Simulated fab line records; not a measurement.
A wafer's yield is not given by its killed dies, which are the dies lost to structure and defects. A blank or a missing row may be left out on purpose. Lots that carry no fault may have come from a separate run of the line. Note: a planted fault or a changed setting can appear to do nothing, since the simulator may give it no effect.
A lot that was struck, set against a sound lot :: flow sky130 :: 21 steps out of a route of 708
Sound: wafers L808.2, L808.4, L808.5. Wafers struck: L809.3, L809.4, L809.5. At the end, the cause is stated.
At each step with rows: each side's tool, then ch and its chambers, then its first start. Under that, the readings that differ: sound wafers :: struck wafers :: difference of the means :: sigmas: that difference in standard deviations of wafers without a fault.
alike: a reading whose means differ by less than 2 such deviations, as well as words and numbers matching on both sides. not compared: withheld readings; readings where some wafer has no value; bounds like >300 that might hide an equal value; numbers whose values overlap and for which the record gives no deviation.
A row with sigmas, a row that says differs or no value, or rows on one side alone: a step with any of these is where the two part. When numbers do not overlap yet have no deviation, they are printed without sigmas and do not part them. A reading that every wafer of one side lacks parts them only if that side has two wafers or more.

first, 6 steps without rows for these wafers: SKY_LI_CONTACT_COAT_06 (resist thk 60 nm); SKY_LI_CONTACT_COAT_07 (resist thk 450 nm); SKY_LI_CONTACT_SOFTBAKE_08 (time 90 s); SKY_LI_CONTACT_EXPOSE_09 (exposes mask LICM1, target cd 170 nm); SKY_LI_CONTACT_PEB_10; SKY_LI_CONTACT_DEVELOP_11 (develop time 60 s).
SKY_LI_CONTACT_CD_MEAS_12: target cd 170 nm.
  struck on cd_sem-02, day 31 01:42; sound on cd_sem-02, day 29 22:57
  alike: cd_nm
SKY_LI_CONTACT_OVL_MEAS_13:
  struck on overlay-02, day 31 01:47; sound on overlay-01, day 29 23:04
  alike: LI_CONTACT_OVL
then, 1 step without rows for these wafers: SKY_LI_CONTACT_ETCH_14 (etches BARC in N2/H2, stops on SiO2, time 45.9 s, target depth 60 nm).
SKY_LI_CONTACT_ETCH_15: etches PSG in C4F8/O2/Ar, stops on Si, target depth 600 nm.
  sound on rie_diel-01 ch 0,2, day 29 23:08; struck on rie_diel-01 ch 0,2, day 31 01:52
  alike: bias_w, oes_product_au
SKY_LI_CONTACT_STRIP_16: strips in O2/N2.
  sound on plasma_asher-04 ch 0,1, day 29 23:13; struck on plasma_asher-04 ch 0,1, day 31 01:58
  alike: drypump_motor_current_A, oes_product_au, strip_time_to_endpoint_s
  not compared: rf_hours_counter_h
then, 1 step without rows for these wafers: SKY_LI_CONTACT_CLEAN_17 (cleans in NMP, time 600 s).
SKY_LI_CONTACT_PRE_CLEAN_18: time 5.6 s.
  struck on pvd_sputter-03, day 31 02:14; sound on pvd_sputter-02, day 29 23:29
  no value came back on the struck wafers for bias_v (V), time_s (s); on the sound wafers bias_v (V) reads 353 362 353
reading: model.PSG_of_LI_CONTACT_HDPCVD_00.thk_nm (nm)
sound: 592.2 592.5 592.9
struck: 597.4 596.4 597.5
difference: +4.6
sigmas: 
SKY_LI_CONTACT_SPUTTER_19: material Ti, target thk 20 nm, time 106.37 s.
  struck on pvd_sputter-03, day 31 02:15; sound on pvd_sputter-02, day 29 23:31
  alike: throttle_valve_pct
SKY_LI_CONTACT_SPUTTER_20: material TiN, target thk 20 nm, time 80 s.
  struck on pvd_sputter-03, day 31 02:20; sound on pvd_sputter-02, day 29 23:35
  alike: throttle_valve_pct
SKY_LI_CONTACT_CVD_21: deposits W, target thk 400 nm, time 120.56 s.
  sound on cvd_w-01 ch 0,1, day 29 23:39; struck on cvd_w-02 ch 0,1, day 31 02:26
reading: heater_power_w (W)
sound: 759 769 740
struck: 951 895 947
difference: +175
sigmas: +2
SKY_LI_CONTACT_RS_MEAS_22: measures by four-point-probe.
  struck on film_metro-04, day 31 02:33; sound on film_metro-01, day 29 23:47
reading: LI_CONTACT_W_RS (ohm/sq)
sound: 0.279 0.282 0.281
struck: 0.292 0.294 0.290
difference: +0.011
sigmas: +3
SKY_LI_CONTACT_THK_MEAS_23: measures by xrf.
  struck on film_metro-04, day 31 02:39; sound on film_metro-01, day 29 23:54
reading: LI_CONTACT_W_THK (nm)
sound: 412 405 411
struck: 388 387 390
difference: -21
sigmas: -4
SKY_LI_CONTACT_CMP_24: polishes, stops on PSG, t overpolish 20 s, target thk 0 nm.
  sound on cmp-02 ch 0,1,3, day 30 00:00; struck on cmp-02 ch 0,1,2, day 31 02:58
reading: model.PSG_of_LI_CONTACT_HDPCVD_00.thk_nm (nm)
sound: 587.8 588.1 588.5
struck: 593 592 593.1
difference: +5
sigmas: 
  alike: motor_current_A
then, 1 step without rows for these wafers: SKY_LOCAL_INTERCONNECT_SPUTTER_00 (material TiN, target thk 100 nm, time 83.3 s).
-- a jump in the record: the struck wafers' starts before and after are 16 days apart (it breaks off in module LOCAL_INTERCONNECT and resumes in module PAD_OPEN, where the first step shown is number 708 of the route) --
SKY_PAD_OPEN_PROBE_99:
  struck on prober-02, day 47 05:52; sound on prober-02, day 46 12:00
reading: model.etest.nfet_16v.r_on_ohm_um
sound: 1.402e+04 1.415e+04 1.411e+04
struck: 1.644e+04 1.638e+04 1.64e+04
difference: +2.313e+03
sigmas: 

reading: model.etest.nfet_g5v0d10v5.r_on_ohm_um
sound: 1875 1887 1892
struck: 4131 4182 4179
difference: +2279
sigmas: 

reading: model.etest.licon_ndiff.rc_ohm
sound: 178.4 184.1 186.8
struck: 2048 2098 2123
difference: +1907
sigmas: 

reading: model.etest.nfet_01v8.r_on_ohm_um
sound: 809.9 843.1 838.1
struck: 2606 2615 2668
difference: +1799
sigmas: 

reading: model.etest.sonos_uncharged.r_on_ohm_um
sound: 803.8 813.8 808.2
struck: 2507 2497 2523
difference: +1700
sigmas: 

reading: model.etest.licon_pdiff.rc_ohm
sound: 588.4 582.1 586.6
struck: 2190 2178 2217
difference: +1609
sigmas: 

reading: model.etest.pfet_01v8.r_on_ohm_um
sound: 2843 2915 2878
struck: 4307 4359 4348
difference: +1459
sigmas: 

reading: model.etest.pfet_g5v0d10v5.r_on_ohm_um
sound: 4692 4755 4760
struck: 6183 6266 6166
difference: +1469
sigmas: 
  alike: killed_at_M0_to_M3, killed_at_M4_up, killed_at_contacts, killed_at_front_end, killed_at_other, killed_dies, killed_open, killed_short

== WHERE THEY PART ==
First at SKY_LI_CONTACT_PRE_CLEAN_18; last, within this record, at SKY_LI_CONTACT_THK_MEAS_23. Later steps at which nothing parts them and some readings are alike: SKY_LI_CONTACT_CMP_24, SKY_PAD_OPEN_PROBE_99.

WHY: the cause the simulator had injected
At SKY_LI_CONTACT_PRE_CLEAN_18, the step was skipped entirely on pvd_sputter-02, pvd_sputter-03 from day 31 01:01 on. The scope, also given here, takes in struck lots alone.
